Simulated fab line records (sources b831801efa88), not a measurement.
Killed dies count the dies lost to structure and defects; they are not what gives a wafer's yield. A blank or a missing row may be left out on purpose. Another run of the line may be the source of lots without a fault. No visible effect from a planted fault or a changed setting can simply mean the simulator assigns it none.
fab line records -- flow sky130
record lots=7, wafers=21, last-day=49
route steps=708 shown VT_ADJUST_HVTP@93 VT_ADJUST_LVTN@97 PAD_OPEN@708
lots with no fault: from the same line, run without faults
start-h: hours from the record's opening day to when the first of the lot's shown wafers began -- wait-h: time in hours since the lot's previous step -- " as in the row above -- L1.1+2: a single row standing in for several wafers -- - either no value or no given start -- * or withheld: withheld -- < > ~ a bound
route shown NAME@n: NAME is a module with steps in the file, n the number in the route of the first one -- usual: mean/standard deviation of fault-free wafers -- same: alike in all rows -- chamber/n: place in a boat -- sites: each site's reading -- _std_site: standard deviation across them -- _edge_site: mean of outer sites minus mean of inner sites -- radius-mm: how far each site lies from the wafer's centre -- mask NAME#n: copy n -- behind: the last tool/chamber to shape the wafer -- hold: why the lot went on hold/how many hours it stayed there/how the hold came to an end -- device: which transistor (n, p or np) failed to switch -- end of line: the route-end tests of the same wafers -- a step with no rows: only its recipe -- killed: at the first sort, the dies lost to defects and structure; wafer yield is something else -- map: per-die view of a wafer (x killed, . not killed, _ where there is no die)
set.NAME: the setting the step ran with; set.NAME@STEP: the setting that earlier step ran with -- model.NAME: the simulator's own value behind a step, which no gauge read
a table for each step, a row for each wafer; lots at some steps of the route
services: the hour from which a tool's chamber was out of use, counted from the record's first day as start-h (under 0 if before that day), plus the number of hours and why
## steps
# step SKY_VT_ADJUST_HVTP_OVL_MEAS_08
# usual VT_ADJUST_HVTP_OVL=-0.7/1.4
lot.wafer,tool,chamber,start-h,wait-h,VT_ADJUST_HVTP_OVL[nm]
L332.1,overlay-02,-,132.93,0.1,-1.0
L332.2,overlay-02,-,132.93,0.1,-1.5
L332.5,overlay-02,-,132.93,0.1,-1.5
L334.1,overlay-01,-,160.28,0.1,0.2
L334.2,overlay-01,-,160.28,0.1,1.8
L334.3,overlay-01,-,160.28,0.1,3.5
L339.1,overlay-02,-,188.39,0.1,0.5
L339.3,overlay-02,-,188.39,0.1,0.0
L339.5,overlay-02,-,188.39,0.1,0.9
L345.1,overlay-02,-,217.33,0.1,-1.1
L345.2,overlay-02,-,217.33,0.1,-0.7
L345.5,overlay-02,-,217.33,0.1,-1.4
L346.2,overlay-02,-,223.39,0.1,0.0
L346.3,overlay-02,-,223.39,0.1,1.4
L346.4,overlay-02,-,223.39,0.1,1.3
L347.1,overlay-01,-,227.33,0.1,1.8
L347.2,overlay-01,-,227.33,0.1,-1.2
L347.4,overlay-01,-,227.33,0.1,-0.2
L348.1,overlay-02,-,232.73,0.1,-2.7
L348.5,overlay-02,-,232.73,0.1,-3.8
L348.6,overlay-02,-,232.73,0.1,-3.6
# step SKY_VT_ADJUST_HVTP_IMPLANT_09
# recipe species=As, energy-kev=150, dose-cm2=4.3e+12, tilt-deg=withheld
# step SKY_VT_ADJUST_HVTP_STRIP_10
# recipe chemistry=O2/N2, power-w=1400, pressure-mtorr=1500, platen-temp-c=withheld, o2-flow-sccm=3000, n2-flow-sccm=300, overash-fraction=0.5
# usual drypump-motor-current-A=5.7/0.34, oes-product-au=0.715/0.0043, strip-time-to-endpoint-s=14.19/0.041
lot.wafer,tool,chamber,start-h,wait-h,drypump-motor-current-A,oes-product-au,rf-hours-counter-h,strip-time-to-endpoint-s
L332.1,plasma-asher-01,0,133.12,0.1,6.1,0.711,45,14.14
L332.2,plasma-asher-01,1,133.12,0.1,5.3,0.712,45,14.17
L332.5,plasma-asher-01,1,133.12,0.1,5.3,0.712,-,14.13
L334.1,plasma-asher-01,1,160.47,0.1,5.3,0.726,47,14.24
L334.2,plasma-asher-01,0,160.47,0.1,6.1,0.710,47,14.28
L334.3,plasma-asher-01,0,160.47,0.1,6.1,0.717,-,14.22
L339.1,plasma-asher-04,1,188.57,0.1,5.2,0.713,47,14.18
L339.3,plasma-asher-04,1,188.57,0.1,5.2,0.711,-,14.20
L339.5,plasma-asher-04,1,188.57,0.1,5.2,0.713,-,14.18
L345.1,plasma-asher-01,1,217.52,0.1,5.3,0.713,53,14.10
L345.2,plasma-asher-01,0,217.52,0.1,6.1,0.712,53,14.15
L345.5,plasma-asher-01,0,217.52,0.1,6.1,0.714,-,14.13
L346.2,plasma-asher-04,0,223.57,0.1,6.0,0.715,51,14.23
L346.3,plasma-asher-04,1,223.57,0.1,5.2,0.716,-,14.21
L346.4,plasma-asher-04,0,223.57,0.1,6.0,0.721,-,14.23
L347.1,plasma-asher-04,0,227.52,0.1,6.0,0.718,51,14.15
L347.2,plasma-asher-04,1,227.52,0.1,5.3,0.715,51,14.16
L347.4,plasma-asher-04,0,227.52,0.1,5.9,0.721,-,14.14
L348.1,plasma-asher-03,1,232.92,0.1,5.6,0.707,45,14.10
L348.5,plasma-asher-03,1,232.92,0.1,5.6,0.720,-,14.12
L348.6,plasma-asher-03,0,232.92,0.1,5.9,0.718,-,14.12
# step SKY_VT_ADJUST_HVTP_TW_MEAS_11
# usual VT_ADJUST_HVTP_TW=1346/9.7
lot.wafer,tool,chamber,start-h,wait-h,VT_ADJUST_HVTP_TW
L332.1,film-metro-01,-,133.22,0.1,1336
L332.2,film-metro-01,-,133.22,0.1,1334
L332.5,film-metro-01,-,133.22,0.1,1348
L334.1,film-metro-03,-,160.57,0.1,1347
L334.2,film-metro-03,-,160.57,0.1,1351
L334.3,film-metro-03,-,160.57,0.1,1349
L339.1,film-metro-01,-,188.67,0.1,1336
L339.3,film-metro-01,-,188.67,0.1,1345
L339.5,film-metro-01,-,188.67,0.1,1343
L345.1,film-metro-03,-,217.62,0.1,1355
L345.2,film-metro-03,-,217.62,0.1,1351
L345.5,film-metro-03,-,217.62,0.1,1353
L346.2,film-metro-01,-,223.68,0.1,1330
L346.3,film-metro-01,-,223.68,0.1,1330
L346.4,film-metro-01,-,223.68,0.1,1338
L347.1,film-metro-01,-,227.62,0.1,1332
L347.2,film-metro-01,-,227.62,0.1,1325
L347.4,film-metro-01,-,227.62,0.1,1330
L348.1,film-metro-03,-,233.02,0.1,1347
L348.5,film-metro-03,-,233.02,0.1,1348
L348.6,film-metro-03,-,233.02,0.1,1356
# step SKY_VT_ADJUST_LVTN_DEHYDRATE_00
# recipe temp-c=200, time-s=60
# step SKY_VT_ADJUST_LVTN_HMDS_01
# recipe prime-time-s=60, prime-temp-c=120
# step SKY_VT_ADJUST_LVTN_COAT_02
# recipe spin-rpm=2000, resist-thk-nm=3000
# step SKY_VT_ADJUST_LVTN_SOFTBAKE_03
# recipe temp-c=110, time-s=withheld
# step SKY_VT_ADJUST_LVTN_EXPOSE_04
# recipe mask-id=NWM_COMPLEMENT_LESS_NATIVE, na=0.6, source-shape=conventional, sigma-outer=0.6, polarization=unpolarized, target-cd-nm=840, dose-mj=194
# step SKY_VT_ADJUST_LVTN_PEB_05
# recipe temp-c=115, time-s=withheld
# step SKY_VT_ADJUST_LVTN_DEVELOP_06
# recipe wall-angle-deg=90, developer=TMAH, develop-time-s=60, dev-temp-c=23
# step SKY_VT_ADJUST_LVTN_OVL_MEAS_07
# usual VT_ADJUST_LVTN_OVL=-0.2/1.4
lot.wafer,tool,chamber,start-h,wait-h,VT_ADJUST_LVTN_OVL[nm]
L332.1,overlay-01,-,152.52,-,-1.5
L332.2,overlay-01,-,152.52,-,-2.4
L332.5,overlay-01,-,152.52,-,-0.1
L334.1,overlay-02,-,180.61,-,-0.5
L334.2,overlay-02,-,180.61,-,-1.0
L334.3,overlay-02,-,180.61,-,-1.3
L339.1,overlay-02,-,209.76,-,1.7
L339.3,overlay-02,-,209.76,-,2.1
L339.5,overlay-02,-,209.76,-,2.3
L345.1,overlay-02,-,239.96,-,1.1
L345.2,overlay-02,-,239.96,-,-0.2
L345.5,overlay-02,-,239.96,-,0.2
L346.2,overlay-01,-,245.96,-,-2.2
L346.3,overlay-01,-,245.96,-,-2.1
L346.4,overlay-01,-,245.96,-,-1.4
L347.1,overlay-02,-,249.82,-,-0.8
L347.2,overlay-02,-,249.82,-,0.1
L347.4,overlay-02,-,249.82,-,0.6
L348.1,overlay-01,-,256.06,-,1.5
L348.5,overlay-01,-,256.06,-,0.3
L348.6,overlay-01,-,256.06,-,0.9
# step SKY_VT_ADJUST_LVTN_IMPLANT_08
# recipe species=B, energy-kev=30, dose-cm2=1.57e+12, tilt-deg=withheld
# usual dose-ions-cm2=1.57e+12/1.6e+09, faraday-current-uA=8.87/0.17
lot.wafer,tool,chamber,start-h,wait-h,dose-ions-cm2,faraday-current-uA
L332.1,implanter-03,0,152.55,0.0,1.5676e+12,8.64
L332.2,implanter-03,0,152.55,0.0,1.5671e+12,8.97
L332.5,implanter-03,0,152.55,0.0,1.5704e+12,9.15
L334.1,implanter-01,0,180.65,0.0,1.572e+12,8.98
L334.2,implanter-01,0,180.65,0.0,1.5704e+12,9.22
L334.3,implanter-01,0,180.65,0.0,1.5708e+12,8.61
L339.1,implanter-03,0,209.80,0.0,1.5702e+12,9.04
L339.3,implanter-03,0,209.80,0.0,1.5705e+12,8.75
L339.5,implanter-03,0,209.80,0.0,1.5683e+12,9.10
L345.1,implanter-03,0,240.00,0.0,1.5702e+12,9.07
L345.2,implanter-03,0,240.00,0.0,1.5694e+12,8.99
L345.5,implanter-03,0,240.00,0.0,1.5734e+12,8.78
L346.2,implanter-03,0,246.02,0.0,1.4384e+12,7.99
L346.3,implanter-03,0,246.02,0.0,1.4353e+12,8.15
L346.4,implanter-03,0,246.02,0.0,1.4401e+12,8.15
L347.1,implanter-03,0,249.85,0.0,1.4408e+12,8.17
L347.2,implanter-03,0,249.85,0.0,1.4411e+12,8.10
L347.4,implanter-03,0,249.85,0.0,1.4415e+12,8.17
L348.1,implanter-03,0,256.10,0.0,1.442e+12,8.22
L348.5,implanter-03,0,256.10,0.0,1.4384e+12,8.35
L348.6,implanter-03,0,256.10,0.0,1.4408e+12,8.03
# step SKY_VT_ADJUST_LVTN_STRIP_09
# recipe chemistry=O2/N2, power-w=1400, pressure-mtorr=1500, platen-temp-c=withheld, o2-flow-sccm=3000, n2-flow-sccm=300, overash-fraction=0.5
# usual drypump-motor-current-A=6.0/0.42, oes-product-au=0.722/0.0047, strip-time-to-endpoint-s=36.92/0.12
lot.wafer,tool,chamber,start-h,wait-h,drypump-motor-current-A,oes-product-au,rf-hours-counter-h,strip-time-to-endpoint-s
L332.1,plasma-asher-02,0,152.70,0.1,6.5,0.721,3,37.01
L332.2,plasma-asher-02,1,152.70,0.1,5.8,0.721,3,36.94
L332.5,plasma-asher-02,1,152.70,0.1,5.8,0.723,-,36.95
L334.1,plasma-asher-02,1,180.80,0.1,5.8,0.733,6,36.99
L334.2,plasma-asher-02,0,180.80,0.1,6.5,0.721,6,37.05
L334.3,plasma-asher-02,0,180.80,0.1,6.5,0.733,-,36.96
L339.1,plasma-asher-01,0,209.95,0.1,6.1,0.714,52,36.82
L339.3,plasma-asher-01,0,209.95,0.1,6.1,0.724,-,36.92
L339.5,plasma-asher-01,0,209.95,0.1,6.1,0.725,-,36.78
L345.1,plasma-asher-03,1,240.15,0.1,5.7,0.725,45,36.82
L345.2,plasma-asher-03,0,240.15,0.1,5.9,0.716,45,36.91
L345.5,plasma-asher-03,1,240.15,0.1,5.6,0.721,-,36.82
L346.2,plasma-asher-02,1,246.14,0.1,5.8,0.723,12,36.83
L346.3,plasma-asher-02,1,246.14,0.1,5.8,0.720,-,36.77
L346.4,plasma-asher-02,0,246.14,0.1,6.5,0.724,-,36.83
L347.1,plasma-asher-02,0,250.00,0.1,6.5,0.724,13,36.65
L347.2,plasma-asher-02,1,250.00,0.1,5.8,0.719,13,36.71
L347.4,plasma-asher-02,1,250.00,0.1,5.9,0.722,-,36.70
L348.1,plasma-asher-02,0,256.25,0.1,6.5,0.726,13,36.90
L348.5,plasma-asher-02,0,256.25,0.1,6.6,0.724,-,37.02
L348.6,plasma-asher-02,1,256.25,0.1,5.8,0.725,-,36.92
# step SKY_VT_ADJUST_LVTN_TW_MEAS_10
# usual VT_ADJUST_LVTN_TW=239.6/2.5
lot.wafer,tool,chamber,start-h,wait-h,VT_ADJUST_LVTN_TW
L332.1,film-metro-01,-,152.80,0.1,240.0
L332.2,film-metro-01,-,152.80,0.1,238.4
L332.5,film-metro-01,-,152.80,0.1,240.3
L334.1,film-metro-01,-,180.90,0.1,239.5
L334.2,film-metro-01,-,180.90,0.1,240.2
L334.3,film-metro-01,-,180.90,0.1,238.2
L339.1,film-metro-01,-,210.05,0.1,238.0
L339.3,film-metro-01,-,210.05,0.1,238.0
L339.5,film-metro-01,-,210.05,0.1,238.2
L345.1,film-metro-03,-,240.25,0.1,238.4
L345.2,film-metro-03,-,240.25,0.1,240.5
L345.5,film-metro-03,-,240.25,0.1,239.6
L346.2,film-metro-01,-,246.25,0.1,232.1
L346.3,film-metro-01,-,246.25,0.1,231.3
L346.4,film-metro-01,-,246.25,0.1,233.1
L347.1,film-metro-01,-,250.10,0.1,231.1
L347.2,film-metro-01,-,250.10,0.1,231.4
L347.4,film-metro-01,-,250.10,0.1,232.9
L348.1,film-metro-03,-,256.35,0.1,233.9
L348.5,film-metro-03,-,256.35,0.1,234.2
L348.6,film-metro-03,-,256.35,0.1,234.2
# step SKY_VT_ADJUST_LVTN_DEHYDRATE_11
# recipe temp-c=200, time-s=60
# step SKY_PAD_OPEN_PROBE_99
# usual killed_at_M0_to_M3=43/6.8, killed_at_M4_up=3.0/1.8, killed-at-contacts=23/5.4, killed-at-front-end=15/4.4, killed-at-other=0.3/0.51, killed-dies=85/9.2, killed-open=47/6.8, killed-short=39/6.8
# same gross-dies=492, killed-at-back-side=0
lot.wafer,tool,chamber,start-h,wait-h,killed_at_M0_to_M3,killed_at_M4_up,killed-at-contacts,killed-at-front-end,killed-at-other,killed-dies,killed-open,killed-short
L332.1,prober-02,-,1084.48,0.1,49,5,23,16,0,93,49,44
L332.2,prober-02,-,1084.53,0.1,52,1,11,20,0,84,49,35
L332.5,prober-02,-,1084.68,0.2,36,4,23,14,1,78,35,43
L334.1,prober-02,-,1112.87,0.1,44,1,32,23,1,101,57,44
L334.2,prober-02,-,1112.92,0.1,33,6,22,24,0,85,42,43
L334.3,prober-02,-,1112.97,0.2,42,2,26,17,1,88,41,47
L339.1,prober-02,-,1145.92,0.1,58,5,17,18,0,98,55,43
L339.3,prober-02,-,1146.02,0.2,50,4,26,15,0,95,42,53
L339.5,prober-02,-,1146.12,0.2,54,1,17,13,0,85,50,35
L345.1,prober-01,-,1163.38,0.1,49,3,25,17,0,94,52,42
L345.2,prober-01,-,1163.43,0.1,58,3,31,12,0,104,61,43
L345.5,prober-01,-,1163.58,0.2,56,5,24,14,0,99,55,44
L346.2,prober-02,-,1164.33,0.1,51,1,8,21,0,81,44,37
L346.3,prober-02,-,1164.38,0.2,41,2,30,13,0,86,61,25
L346.4,prober-02,-,1164.43,0.2,45,1,15,15,0,76,35,41
L347.1,prober-01,-,1166.24,0.1,57,5,20,14,0,96,45,51
L347.2,prober-01,-,1166.29,0.1,32,0,26,12,0,70,35,35
L347.4,prober-01,-,1166.39,0.2,54,9,23,23,0,109,57,52
L348.1,prober-02,-,1176.43,0.1,45,3,14,18,1,81,48,33
L348.5,prober-02,-,1176.63,0.2,44,6,22,19,0,91,51,40
L348.6,prober-02,-,1176.68,0.2,41,3,30,13,0,87,47,40
# killed by level:class
L332.1 CONTACT:geometric-particle:open=11 VIA2:geometric-particle:open=10 VIA1:geometric-particle:open=9 METAL2:geometric-particle:short=7 CONTACT:geometric-particle:short=6 VIA2:geometric-particle:short=6 FIELD_ISO:geometric-particle:open=5 METAL4:geometric-particle:short=5
L332.2 VIA3:geometric-particle:open=12 VIA2:geometric-particle:open=10 VIA1:geometric-particle:open=7 FIELD_ISO:geometric-particle:open=5 POLY_GATE:geometric-particle:short=5 POLY_GATE:geometric-particle:open=5 METAL1:geometric-particle:short=5 VIA1:geometric-particle:short=4
L332.5 CONTACT:geometric-particle:open=8 LI_CONTACT:geometric-particle:open=7 METAL1:geometric-particle:short=7 VIA1:geometric-particle:open=7 FIELD_ISO:geometric-particle:short=6 VIA1:geometric-particle:short=6 VIA3:geometric-particle:open=5 METAL4:geometric-particle:short=4
L334.1 LI_CONTACT:geometric-particle:open=13 VIA1:geometric-particle:open=13 VIA3:geometric-particle:open=8 CONTACT:geometric-particle:open=7 FIELD_ISO:geometric-particle:open=6 POLY_GATE:geometric-particle:short=5 CONTACT:geometric-particle:short=5 VIA1:geometric-particle:short=5
L334.2 LI_CONTACT:geometric-particle:open=10 VIA1:geometric-particle:open=10 FIELD_ISO:geometric-particle:short=8 METAL4:geometric-particle:short=6 METAL2:geometric-particle:short=6 CONTACT:geometric-particle:open=5 POLY_GATE:geometric-particle:short=4 LI_CONTACT:geometric-particle:short=4
L334.3 VIA1:geometric-particle:open=10 CONTACT:geometric-particle:short=9 VIA3:geometric-particle:open=8 METAL2:geometric-particle:short=6 LOCAL_INTERCONNECT:geometric-particle:short=5 CONTACT:geometric-particle:open=5 POLY_GATE:geometric-particle:open=4 LI_CONTACT:geometric-particle:open=4
L339.1 VIA1:geometric-particle:open=16 VIA2:geometric-particle:open=13 FIELD_ISO:geometric-particle:open=9 VIA1:geometric-particle:short=7 METAL1:geometric-particle:short=5 LOCAL_INTERCONNECT:geometric-particle:short=5 VIA3:geometric-particle:open=5 METAL2:geometric-particle:short=5
L339.3 VIA1:geometric-particle:open=13 METAL1:geometric-particle:short=8 LI_CONTACT:geometric-particle:open=7 CONTACT:geometric-particle:short=7 VIA1:geometric-particle:short=7 METAL2:geometric-particle:short=6 VIA2:geometric-particle:open=6 LOCAL_INTERCONNECT:geometric-particle:short=5
L339.5 VIA1:geometric-particle:open=16 VIA1:geometric-particle:short=7 CONTACT:geometric-particle:short=5 CONTACT:geometric-particle:open=5 VIA2:geometric-particle:short=5 VIA2:geometric-particle:open=5 VIA3:geometric-particle:open=5 METAL1:geometric-particle:short=4
L345.1 VIA1:geometric-particle:open=11 VIA2:geometric-particle:open=10 LI_CONTACT:geometric-particle:open=8 CONTACT:geometric-particle:open=8 VIA3:geometric-particle:open=8 FIELD_ISO:geometric-particle:short=7 METAL1:geometric-particle:short=6 VIA1:geometric-particle:short=6
L345.2 VIA1:geometric-particle:open=15 CONTACT:geometric-particle:open=11 LI_CONTACT:geometric-particle:open=10 METAL2:geometric-particle:short=9 VIA1:geometric-particle:short=8 VIA2:geometric-particle:open=8 VIA3:geometric-particle:open=7 CONTACT:geometric-particle:short=5
L345.5 VIA1:geometric-particle:open=15 VIA3:geometric-particle:open=10 LI_CONTACT:geometric-particle:open=9 METAL1:geometric-particle:short=8 VIA1:geometric-particle:short=8 CONTACT:geometric-particle:short=6 CONTACT:geometric-particle:open=6 VIA2:geometric-particle:open=5
L346.2 VIA1:geometric-particle:open=16 FIELD_ISO:geometric-particle:open=7 METAL1:geometric-particle:short=6 VIA2:geometric-particle:open=6 VIA3:geometric-particle:short=6 METAL2:geometric-particle:short=5 POLY_GATE:geometric-particle:open=4 VIA3:geometric-particle:open=4
L346.3 CONTACT:geometric-particle:open=15 VIA1:geometric-particle:open=10 LI_CONTACT:geometric-particle:open=10 VIA2:geometric-particle:open=10 FIELD_ISO:geometric-particle:open=6 METAL3:geometric-particle:short=5 VIA1:geometric-particle:short=4 POLY_GATE:geometric-particle:open=3
L346.4 VIA1:geometric-particle:open=11 METAL2:geometric-particle:short=7 VIA3:geometric-particle:open=6 METAL1:geometric-particle:short=6 CONTACT:geometric-particle:open=5 FIELD_ISO:geometric-particle:short=4 LOCAL_INTERCONNECT:geometric-particle:short=4 POLY_GATE:geometric-particle:short=4
L347.1 METAL3:geometric-particle:short=11 VIA1:geometric-particle:open=10 METAL2:geometric-particle:short=8 VIA2:geometric-particle:open=7 CONTACT:geometric-particle:open=6 FIELD_ISO:geometric-particle:open=5 LI_CONTACT:geometric-particle:open=5 VIA3:geometric-particle:open=5
L347.2 CONTACT:geometric-particle:open=11 VIA2:geometric-particle:open=6 LOCAL_INTERCONNECT:geometric-particle:short=5 VIA1:geometric-particle:short=5 FIELD_ISO:geometric-particle:short=4 METAL2:geometric-particle:short=4 CONTACT:geometric-particle:short=4 VIA1:geometric-particle:open=4
L347.4 CONTACT:geometric-particle:open=10 VIA1:geometric-particle:open=10 METAL1:geometric-particle:short=9 METAL2:geometric-particle:short=7 FIELD_ISO:geometric-particle:short=6 METAL1:geometric-particle:open=6 POLY_GATE:geometric-particle:short=5 LI_CONTACT:geometric-particle:open=5
L348.1 VIA1:geometric-particle:open=11 VIA3:geometric-particle:open=9 METAL1:geometric-particle:short=7 VIA2:geometric-particle:open=6 CONTACT:geometric-particle:open=6 LI_CONTACT:geometric-particle:open=5 METAL2:geometric-particle:short=5 FIELD_ISO:geometric-particle:short=4
L348.5 VIA3:geometric-particle:open=11 VIA1:geometric-particle:open=10 POLY_GATE:geometric-particle:open=7 CONTACT:geometric-particle:open=7 VIA2:geometric-particle:open=6 POLY_GATE:geometric-particle:short=5 LI_CONTACT:geometric-particle:open=5 LOCAL_INTERCONNECT:geometric-particle:short=4
L348.6 CONTACT:geometric-particle:open=10 VIA1:geometric-particle:open=8 METAL1:geometric-particle:short=8 VIA2:geometric-particle:open=7 LI_CONTACT:geometric-particle:open=6 CONTACT:geometric-particle:short=5 VIA1:geometric-particle:short=5 LOCAL_INTERCONNECT:geometric-particle:open=4
## services
tool,chamber,start-h,hours,kind
plasma-asher-02,-,111.51,10.1,repair
plasma-asher-02,0,117.75,-,clean
plasma-asher-02,1,117.75,-,clean
implanter-01,-,163.69,2.1,repair
implanter-01,-,202.66,0.8,repair
implanter-01,-,235.98,2.3,repair
plasma-asher-03,-,246.08,2.8,pm
plasma-asher-03,-,251.99,28.1,pm
implanter-01,-,255.56,5.1,pm
## key
first-sign step=SKY_VT_ADJUST_LVTN_IMPLANT_08, reading=dose-ions-cm2, direction=down, sigmas=82, usual=*, struck=*
effect step=SKY_VT_ADJUST_LVTN_IMPLANT_08, reading=faraday-current-uA, direction=down, sigmas=4.2, usual=8.87, struck=8.15
effect step=SKY_VT_ADJUST_LVTN_TW_MEAS_10, reading=VT_ADJUST_LVTN_TW, direction=down, sigmas=2.8, usual=239.6, struck=232.7
met-at SKY_VT_ADJUST_LVTN_IMPLANT_08
struck-wafers L346.2,L346.3,L346.4,L347.1,L347.2,L347.4,L348.1,L348.5,L348.6
tester-left-out L346,L347,L348
onset-between 240.00 246.02
fault kind=process-parameter-drift, tool=implanter-03, chamber=-, onset-h=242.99, steps=SKY_VT_ADJUST_LVTN_IMPLANT_08, channel=dose-cm2, offset=*, shape=step, end-h=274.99, acts-in=*, stated=*
# tester-left-out: of these lots the tester's yield and bins aren't shown, on N5 and GAA mostly nor the transistor test; their killed dies are dies lost to structure and defects alone, not to doping, threshold or leakage, so they don't give the yield
